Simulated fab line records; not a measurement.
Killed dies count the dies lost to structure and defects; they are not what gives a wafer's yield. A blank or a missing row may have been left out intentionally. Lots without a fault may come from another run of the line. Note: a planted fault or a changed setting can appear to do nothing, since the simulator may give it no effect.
What tool caused it? ; flow gf180mcu ; 39 wafers from 13 lots sampled at 3 of the route's 602 steps

WHAT EACH GAUGE READ, for each wafer
GF_VT_IMPLANT_TW_MEAS_32.
lot;measured;on;VT_IMPLANT_3_TW
L527;day 6 22:10;filmMetro-03;266.8 268.9 268.1
L528;day 7 01:36;filmMetro-04;263.7 261.9 263.7
L530;day 7 16:22;filmMetro-01;269.0 268.5 267.7
L531;day 7 20:55;filmMetro-01;270.4 269.6 270.2
L537;day 9 11:50;filmMetro-01;269.2 268.1 269.0
L539;day 10 00:47;filmMetro-03;298.6 301.3 299.5
L540;day 10 07:40;filmMetro-04;296.3 295.4 296.2
L541;day 10 19:53;filmMetro-04;297.5 295.7 297.0
L543;day 11 05:46;filmMetro-01;270.5 270.8 268.3
L545;day 11 19:33;filmMetro-04;264.7 264.6 263.8
L546;day 12 01:40;filmMetro-04;264.2 264.6 265.2
L549;day 12 19:08;filmMetro-03;268.8 268.9 270.2
L550;day 13 04:02;filmMetro-01;268.3 270.2 269.6

GF_V1_THK_MEAS_01.
lot;measured;on;V1_CVD_00_THK (nm)
L527;day 17 11:29;filmMetro-03;606 591 599
L528;day 17 09:46;filmMetro-03;594 599 599
L530;day 18 12:10;filmMetro-03;601 600 605
L531;day 18 18:44;filmMetro-02;618 612 618
L537;day 20 19:56;filmMetro-02;600 594 601
L539;day 21 09:57;filmMetro-02;609 602 605
L540;day 21 18:10;filmMetro-03;599 604 598
L541;day 22 12:51;filmMetro-01;602 605 606
L543;day 23 03:08;filmMetro-03;591 600 597
L545;day 23 15:18;filmMetro-02;600 605 605
L546;day 24 01:38;filmMetro-03;608 604 602
L549;day 24 22:53;filmMetro-01;592 591 601
L550;day 25 05:14;filmMetro-02;605 601 600

TOOL THAT RAN EACH LOT (tool first, then ch and the chambers of the sampled wafers, then the start)
lot;GF_VT_IMPLANT_IMPLANT_30
L527;implanter-01 ch 0, day 6 21:55
L528;implanter-04 ch 0, day 7 01:24
L530;implanter-04 ch 0, day 7 16:07
L531;implanter-03 ch 0, day 7 20:40
L537;implanter-01 ch 0, day 9 11:36
L539;implanter-01 ch 0, day 10 00:33
L540;implanter-01 ch 0, day 10 07:26
L541;implanter-01 ch 0, day 10 19:39
L543;implanter-03 ch 0, day 11 05:31
L545;implanter-04 ch 0, day 11 19:18
L546;implanter-04 ch 0, day 12 01:25
L549;implanter-04 ch 0, day 12 18:55
L550;implanter-04 ch 0, day 13 03:50
- GF_VT_IMPLANT_IMPLANT_30

AS READ BY THE TOOLS THEMSELVES (means over the sampled wafers that have a number; for cases with no such wafer, the mark the record gives instead)
GF_VT_IMPLANT_IMPLANT_30.
lot;tool;doseIonsCm2;faradayCurrentUA
L527;implanter-01;2.5377e+12;14.20
L528;implanter-04;2.5344e+12;14.28
L530;implanter-04;2.5335e+12;14.44
L531;implanter-03;2.5345e+12;14.27
L537;implanter-01;2.5353e+12;14.21
L539;implanter-01;3.7664e+12;20.93
L540;implanter-01;3.7644e+12;21.68
L541;implanter-01;3.7641e+12;21.07
L543;implanter-03;2.5320e+12;14.40
L545;implanter-04;2.5312e+12;14.45
L546;implanter-04;2.5334e+12;14.21
L549;implanter-04;2.5335e+12;14.31
L550;implanter-04;2.5359e+12;14.27

THE ANSWER, worked out from the rows above alone
Rule: usual is defined by the lots themselves. Put in order of their means at a reading, lots are off if they are a third of the lots or fewer, leave a main group of 4 or more, and stand apart from it by a gap of 3 or more times the standard deviation of the main group's means; of several such gaps the widest counts. A main group whose means are all the same, to the digits that the tables above print for the reading, isn't used. Also off: a lot with no number at a reading for which 4 or more lots have one. Any other lot the step has rows for is counted as sound. The gauges are gone through in route order, then the tools' own readings, and for those a lot's mean is taken as printed above. At the first step where some lot is off, the reading lying furthest off is the one used; lots without a number count as furthest.
Off: L539, L540, L541, seen at GF_VT_IMPLANT_TW_MEAS_32 (VT_IMPLANT_3_TW). The main group: mean 267.6, standard deviation 2.4.
If a tool, at a process step before that reading, ran all the lots that are off and no sound lot after the first of them, it fits. Not tried: the gauges at GF_VT_IMPLANT_TW_MEAS_32; whatever is off there is also off at GF_VT_IMPLANT_IMPLANT_30, on other tools, and gauge error can't account for it. One fits: implanter-01 at GF_VT_IMPLANT_IMPLANT_30. A fault onset in the window from L537 (day 9 11:36, its last sound lot) to L539 (day 10 00:33, its first lot off) fits.
The tool's own readings at GF_VT_IMPLANT_IMPLANT_30 bear it out: on the lots that are off they differ by more than 5 times the standard deviation of the sound lots' means. doseIonsCm2 reads 3.7650e+12 there against 2.5341e+12 on the sound lots; faradayCurrentUA reads 21.23 there against 14.30 on the sound lots.

WHAT THE SIMULATOR HAD INSERTED
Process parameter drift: implanter-01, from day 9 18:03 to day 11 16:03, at GF_VT_IMPLANT_IMPLANT_30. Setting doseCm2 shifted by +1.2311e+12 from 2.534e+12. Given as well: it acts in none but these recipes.
Struck lots among those shown: L539, L540, L541. This agrees with what the rule above found.
